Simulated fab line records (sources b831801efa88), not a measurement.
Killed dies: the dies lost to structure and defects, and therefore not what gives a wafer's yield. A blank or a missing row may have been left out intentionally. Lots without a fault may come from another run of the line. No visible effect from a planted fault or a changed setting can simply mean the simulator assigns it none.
One fault through the eyes of 2 desks    flow gf180mcu    numbers are kept per desk, each desk with only its own; the story behind them comes last

METROLOGY DESK
Lot by lot, what the gauges showed, no matter which tool ran the lot: averages of those sampled wafers that carry a number. If a lot's mean is further than 4 standard deviations from the usual mean, the lot is out of limits and carries the mark OUT (the distance appears in the brackets).
Columns: A = MVPSD_OVL at GF_MVPSD_OVL_MEAS_07, usual 0.5 nm; B = HV_LDD_2_TW at GF_HV_LDD_TW_MEAS_23, usual 1050; C = HV_LDD_03_OVL at GF_HV_LDD_OVL_MEAS_47, usual -0.5 nm
lot   first seen here  A     B              C
L504  day 5 06:16      -0.2  1043           0.2
L505  day 5 10:42      0.8   1057           -1.0
L507  day 6 00:48      0.7   1039           0.4
L512  day 7 06:58      1.1   1055           -3.1
L513  day 7 12:59      -0.6  1054           0.9
L515  day 7 22:27      1.7   947 (-10) OUT  -1.3
L517  day 8 11:31      -0.4  951 (-10) OUT  -0.5
L518  day 8 17:35      1.5   1063           0.8
L519  day 9 02:22      0.6   1052           -0.2
L522  day 9 18:28      0.8   1038           1.3
L523  day 9 22:48      -1.3  1052           -0.8
L525  day 10 11:40     1.1   1055           -2.1
L526  day 10 17:34     -0.8  1062           -0.9
This desk reports L515, L517 out of limits; the earliest was L515 at day 14 12:00 (HV_LDD_2_TW at GF_HV_LDD_TW_MEAS_23). L504, L505, L507, L512, L513, L518, L519, L522, L523, L525, L526: within limits.

AT THE TOOL OWNER'S DESK: implanter-03
The tool's own readings at GF_HV_LDD_IMPLANT_21: means of the sampled wafers that have a number, for each lot that ran on this tool. If a lot's mean is further than 4 standard deviations from the usual mean, the lot is out of limits and carries the mark OUT (the distance appears in the brackets).
Columns: A = beam_energy_keV at GF_HV_LDD_IMPLANT_21, usual 25.000
lot   first seen here  A
L504  day 11 00:40     25.001
L512  day 13 13:26     25.005
L515  day 14 11:45     17.891 (-99 or more) OUT
L517  day 15 04:50     17.890 (-99 or more) OUT
This desk finds L515, L517 out of limits, L515 being first, at day 14 11:45 (beam_energy_keV at GF_HV_LDD_IMPLANT_21). L504, L512: within limits.

PUT TOGETHER
The tool owner's desk had the chance to raise an alarm at day 14 11:45 on L515, L517.
At day 14 12:00 the metrology desk could have sounded an alarm, on L515, L517.
On implanter-03, each named lot ran GF_HV_LDD_IMPLANT_21.

WHAT THE SIMULATOR HAD PUT IN
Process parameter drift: implanter-03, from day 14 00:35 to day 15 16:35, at GF_HV_LDD_IMPLANT_21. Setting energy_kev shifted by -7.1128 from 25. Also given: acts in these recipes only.
Struck lots among those shown: L515, L517.
Fault start to first reading out of limits, in hours, per desk: tool owner, 11; metrology, 11.
